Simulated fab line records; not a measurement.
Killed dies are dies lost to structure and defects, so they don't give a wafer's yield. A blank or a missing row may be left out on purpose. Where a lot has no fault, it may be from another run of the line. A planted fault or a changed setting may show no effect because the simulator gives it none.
A struck lot beside a sound one | flow sky130 | 18 out of 708 route steps
Sound: wafers L109.1, L109.5, L109.6. Struck: wafer L115.2 (L115.3, L115.6, from the same lot, were not struck and are left out); the cause is given at the end.
Per side, at each step with rows, come the tool, then ch with its chambers, and then its first start. Under that, the readings that differ: sound wafers | struck wafers | difference of the means | sigmas: that difference in standard deviations of wafers without a fault.
alike: readings whose means differ by less than 2 such deviations, and words and numbers that are the same on both sides. not compared: withheld readings, readings that some wafer has no value for, bounds like >300 that may hide the same value, and numbers for which the record gives no deviation and whose values overlap.
A row with sigmas, a row that says differs or no value, or rows on one side alone: a step with any of these is where the two part. When numbers do not overlap yet have no deviation, they are printed without sigmas and do not part them. Lack of a reading on every wafer of one side parts them only where that side has two or more wafers.

first, 3 steps without rows for these wafers: SKY_LI_CONTACT_EXPOSE_09 (exposes mask LICM1, target cd 170 nm); SKY_LI_CONTACT_PEB_10; SKY_LI_CONTACT_DEVELOP_11 (develop time 60 s).
SKY_LI_CONTACT_CD_MEAS_12: target cd 170 nm.
  sound on cd sem-02 at day 30 11:46; struck on cd sem-02 at day 32 11:59
  alike: cd nm
SKY_LI_CONTACT_OVL_MEAS_13:
  sound on overlay-01 at day 30 11:53; struck on overlay-01 at day 32 12:06
  alike: LI_CONTACT_OVL
then, 1 step without rows for these wafers: SKY_LI_CONTACT_ETCH_14 (etches BARC in N2/H2, stops on SiO2, time 45.9 s, target depth 60 nm).
SKY_LI_CONTACT_ETCH_15: etches PSG in C4F8/O2/Ar, stops on Si, target depth 600 nm.
  sound on rie diel-04 ch 1,2, day 30 11:58; struck on rie diel-03 ch 2, day 32 12:10
  alike: oes product au
SKY_LI_CONTACT_STRIP_16: strips in O2/N2.
  sound on plasma asher-02 ch 0,1, day 30 12:04; struck on plasma asher-02 ch 0, day 32 12:16
  alike: drypump motor current A, oes product au, strip time to endpoint s
  not compared: rf hours counter h
then, 2 steps without rows for these wafers: SKY_LI_CONTACT_CLEAN_17 (cleans in NMP, time 600 s); SKY_LI_CONTACT_PRE_CLEAN_18 (time 5.6 s).
SKY_LI_CONTACT_SPUTTER_19: material Ti, target thk 20 nm, time 106.37 s.
  sound on pvd sputter-02 at day 30 12:21; struck on pvd sputter-02 at day 32 12:33
  alike: substrate temp c, throttle valve pct
SKY_LI_CONTACT_SPUTTER_20: material TiN, target thk 20 nm, time 80 s.
  sound on pvd sputter-02 at day 30 12:26; struck on pvd sputter-02 at day 32 12:38
  alike: throttle valve pct
SKY_LI_CONTACT_CVD_21: deposits W, target thk 400 nm, time 120.56 s.
  sound on cvd w-02 ch 0,1, day 30 12:29; struck on cvd w-01 ch 0, day 32 12:41
  reading                                  | sound             | struck | difference | sigmas
  model.W_of_LI_CONTACT_CVD_21.thk nm (nm) | 388.8 393.9 395.9 | 517    | +124       |
  alike: chamber pressure Torr, heater power outer w, heater power w
SKY_LI_CONTACT_RS_MEAS_22: measurement is done with a four-point probe.
  sound on film metro-01 at day 30 12:37; struck on film metro-01 at day 32 12:50
  reading                  | sound             | struck | difference | sigmas
  LI_CONTACT_W_RS (ohm/sq) | 0.293 0.289 0.288 | 0.220  | -0.070     | -15
SKY_LI_CONTACT_THK_MEAS_23: measures by xrf.
  sound on film metro-01 at day 30 12:44; struck on film metro-01 at day 32 12:56
  reading               | sound       | struck | difference | sigmas
  LI_CONTACT_W_THK (nm) | 413 414 419 | 559    | +144       | +14
SKY_LI_CONTACT_CMP_24: polishes, stops on PSG, t overpolish 20 s, target thk 0 nm.
  sound on cmp-01 ch 0,2,3, day 30 12:56; struck on cmp-01 ch 0, day 32 12:59
  reading                | sound     | struck | difference | sigmas
  time to endpoint s (s) | 102 98 93 | 131    | +33        | +6
  alike: motor current A, retaining ring pressure frac
SKY_LOCAL_INTERCONNECT_SPUTTER_00: material TiN, target thk 100 nm, time 83.3 s.
  sound on pvd sputter-01 at day 30 13:05; struck on pvd sputter-03 at day 32 13:17
  alike: substrate temp c, throttle valve pct
SKY_PAD_OPEN_PROBE_99:
  the record has rows for the sound wafers here (prober-02, day 46 21:31) and none for the struck ones

## WHERE THEY PART
First at SKY_LI_CONTACT_RS_MEAS_22; last, within this record, at SKY_PAD_OPEN_PROBE_99.

WHY: what the simulator had put in
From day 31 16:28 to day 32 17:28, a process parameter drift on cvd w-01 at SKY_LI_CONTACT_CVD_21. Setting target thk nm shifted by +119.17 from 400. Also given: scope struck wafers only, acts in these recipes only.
